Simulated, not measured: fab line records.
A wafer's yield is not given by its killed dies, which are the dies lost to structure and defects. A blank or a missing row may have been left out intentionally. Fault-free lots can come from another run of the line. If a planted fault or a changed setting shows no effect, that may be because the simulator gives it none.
The tool behind it: which one? + flow sky130 + 6 lots (18 wafers sampled), 1 step of a 708-step route

## WHAT EACH GAUGE READ, for each wafer
SKY_METAL3_CD_MEAS_13: the cd target is 300 nm.
| lot  | measured     | on        | cd nm (nm)        |
|------|--------------|-----------|-------------------|
| L692 | day 38 17:40 | cd sem-01 | 298.9 298.3 298.1 |
| L697 | day 40 19:04 | cd sem-01 | 298.3 299.3 299.0 |
| L698 | day 40 21:11 | cd sem-01 | 300.1 298.2 299.6 |
| L707 | day 43 07:44 | cd sem-01 | 300.4 300.6 299.6 |
| L710 | day 43 23:07 | cd sem-01 | 300.6 299.3 299.2 |
| L713 | day 45 05:56 | cd sem-01 | 299.4 300.0 299.6 |

## EACH LOT AND THE TOOL THAT RAN IT (in order: tool; ch and the chambers of the sampled wafers; start)
The record shows no process step preceding these readings.

## THE ANSWER, worked out from the rows above alone
Rule: usual is defined by the lots themselves. Put in order of their means at a reading, lots are off if they are a third of the lots or fewer, leave a main group of 4 or more, and stand apart from it by a gap of 3 or more times the standard deviation of the main group's means; of several such gaps the widest counts. The tables above print the reading to a certain number of digits; a main group whose means all agree to those digits is not used. A lot without any number at a reading at which 4 lots or more have one is off too. Where the step has rows for the other lots, those lots are counted as sound.
No lot is off on any of the readings shown, so nothing can be concluded from this.

## WHAT THE SIMULATOR HAD PUT IN
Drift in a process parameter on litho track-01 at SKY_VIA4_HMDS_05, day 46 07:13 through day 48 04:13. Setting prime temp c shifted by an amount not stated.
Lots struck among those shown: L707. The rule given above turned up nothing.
